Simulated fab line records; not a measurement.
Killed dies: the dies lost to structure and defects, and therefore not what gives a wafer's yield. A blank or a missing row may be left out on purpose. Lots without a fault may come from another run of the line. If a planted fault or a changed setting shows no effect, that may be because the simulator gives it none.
Split-lot experiment / flow gf180mcu / 5 lots, 23 wafers read, on a route of 602 steps

## ABOUT THE SPLIT
At GF_MVSD_IMPLANT_08, the setting dose-cm2 was moved away from the recipe's 1.6e+13 on 7 of the 23 wafers read, by +10.3% to +16.9%. For the rest of the wafers, this setting stayed at what the recipe calls for.

## FROM THE SPLIT TO THE READING: what the file shows between them, 2 steps
- GF_MVSD_IMPLANT_09
- GF_MVSD_STRIP_10: strips in O2/N2

## THE READING
MVSD_TW, at GF_MVSD_TW_MEAS_11. Typical for fault-free wafers on this fab line: 1591, with standard deviation 14.

wafer=L075.2; tool, chamber at the split=implanter-04, 0; dose-cm2 as run=1.6e+13; against the recipe=recipe; MVSD_TW=1592; against lot-mates on the recipe=-
wafer=L075.3; tool, chamber at the split=implanter-04, 0; dose-cm2 as run=1.6e+13; against the recipe=recipe; MVSD_TW=1596; against lot-mates on the recipe=-
wafer=L075.4; tool, chamber at the split=implanter-04, 0; dose-cm2 as run=1.6e+13; against the recipe=recipe; MVSD_TW=1596; against lot-mates on the recipe=-
wafer=L075.5; tool, chamber at the split=implanter-04, 0; dose-cm2 as run=1.6e+13; against the recipe=recipe; MVSD_TW=1599; against lot-mates on the recipe=-
wafer=L075.6; tool, chamber at the split=implanter-04, 0; dose-cm2 as run=1.6e+13; against the recipe=recipe; MVSD_TW=1604; against lot-mates on the recipe=-
wafer=L077.1; tool, chamber at the split=implanter-04, 0; dose-cm2 as run=1.765e+13; against the recipe=+10.3%; MVSD_TW=1645; against lot-mates on the recipe=+42
wafer=L077.2; tool, chamber at the split=implanter-04, 0; dose-cm2 as run=1.765e+13; against the recipe=+10.3%; MVSD_TW=1654; against lot-mates on the recipe=+51
wafer=L077.4; tool, chamber at the split=implanter-04, 0; dose-cm2 as run=1.765e+13; against the recipe=+10.3%; MVSD_TW=1656; against lot-mates on the recipe=+53
wafer=L077.5; tool, chamber at the split=implanter-04, 0; dose-cm2 as run=1.6e+13; against the recipe=recipe; MVSD_TW=1606; against lot-mates on the recipe=-
wafer=L077.6; tool, chamber at the split=implanter-04, 0; dose-cm2 as run=1.6e+13; against the recipe=recipe; MVSD_TW=1600; against lot-mates on the recipe=-
wafer=L080.2; tool, chamber at the split=implanter-04, 0; dose-cm2 as run=1.6e+13; against the recipe=recipe; MVSD_TW=1576; against lot-mates on the recipe=-
wafer=L080.3; tool, chamber at the split=implanter-04, 0; dose-cm2 as run=1.6e+13; against the recipe=recipe; MVSD_TW=1582; against lot-mates on the recipe=-
wafer=L080.6; tool, chamber at the split=implanter-04, 0; dose-cm2 as run=1.6e+13; against the recipe=recipe; MVSD_TW=1585; against lot-mates on the recipe=-
wafer=L084.1; tool, chamber at the split=implanter-01, 0; dose-cm2 as run=1.6e+13; against the recipe=recipe; MVSD_TW=1601; against lot-mates on the recipe=-
wafer=L084.2; tool, chamber at the split=implanter-01, 0; dose-cm2 as run=1.6e+13; against the recipe=recipe; MVSD_TW=1602; against lot-mates on the recipe=-
wafer=L084.3; tool, chamber at the split=implanter-01, 0; dose-cm2 as run=1.779e+13; against the recipe=+11.2%; MVSD_TW=1641; against lot-mates on the recipe=+40
wafer=L084.5; tool, chamber at the split=implanter-01, 0; dose-cm2 as run=1.6e+13; against the recipe=recipe; MVSD_TW=1601; against lot-mates on the recipe=-
wafer=L084.6; tool, chamber at the split=implanter-01, 0; dose-cm2 as run=1.779e+13; against the recipe=+11.2%; MVSD_TW=1649; against lot-mates on the recipe=+48
wafer=L085.1; tool, chamber at the split=implanter-02, 0; dose-cm2 as run=1.6e+13; against the recipe=recipe; MVSD_TW=1570; against lot-mates on the recipe=-
wafer=L085.2; tool, chamber at the split=implanter-02, 0; dose-cm2 as run=1.6e+13; against the recipe=recipe; MVSD_TW=1580; against lot-mates on the recipe=-
wafer=L085.3; tool, chamber at the split=implanter-02, 0; dose-cm2 as run=1.6e+13; against the recipe=recipe; MVSD_TW=1580; against lot-mates on the recipe=-
wafer=L085.4; tool, chamber at the split=implanter-02, 0; dose-cm2 as run=1.871e+13; against the recipe=+16.9%; MVSD_TW=1642; against lot-mates on the recipe=+65
wafer=L085.5; tool, chamber at the split=implanter-02, 0; dose-cm2 as run=1.871e+13; against the recipe=+16.9%; MVSD_TW=1647; against lot-mates on the recipe=+70

FIT RESULTS
A straight line over all 23 wafers: MVSD_TW changes by +4.11 for each +1% of dose-cm2; r = +0.89; the points scatter about the line by 13.
The same after taking each lot's own level away (the mean of its wafers on the recipe; 23 wafers): +4.16 for each +1%; r = +0.98; scatter 4.6.
According to that fit, moving dose-cm2 by its largest amount changes the reading by 70.
The lots' own levels span 1576.7 to 1603.0, that is 1.9 times the standard deviation above.
Hence the lot-to-lot level has little effect on the slope; both slopes agree.
Check: with one of the wafers moved furthest among these (+16.9%) left out of the fit, the line predicts +72.6 for it against its lot-mates. Against them it came out at +65.3.

## OTHER SPLITS ON THESE WAFERS
Other splits were also applied to these wafers ahead of the reading. Each is held against what the fit with the lots' levels taken away leaves over:
other split on the same wafers=GF_STI_CVD_03 temp-c; wafers away from the commonest value=10; r with MVSD_TW (lot level and that fit taken away)=-0.33
other split on the same wafers=GF_STI_PEB_10 peb-temp-c; wafers away from the commonest value=4; r with MVSD_TW (lot level and that fit taken away)=+0.33
other split on the same wafers=GF_DNWELL_COAT_02 spin-rpm; wafers away from the commonest value=9; r with MVSD_TW (lot level and that fit taken away)=+0.18
other split on the same wafers=GF_NWELL_COAT_02 resist-thk-nm; wafers away from the commonest value=6; r with MVSD_TW (lot level and that fit taken away)=-0.23
other split on the same wafers=GF_MVSD_COAT_02 spin-rpm; wafers away from the commonest value=11; r with MVSD_TW (lot level and that fit taken away)=-0.40

## FILE'S OWN FIT
MVSD_TW changes by +4.12 for each +1% of dose-cm2, r = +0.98.
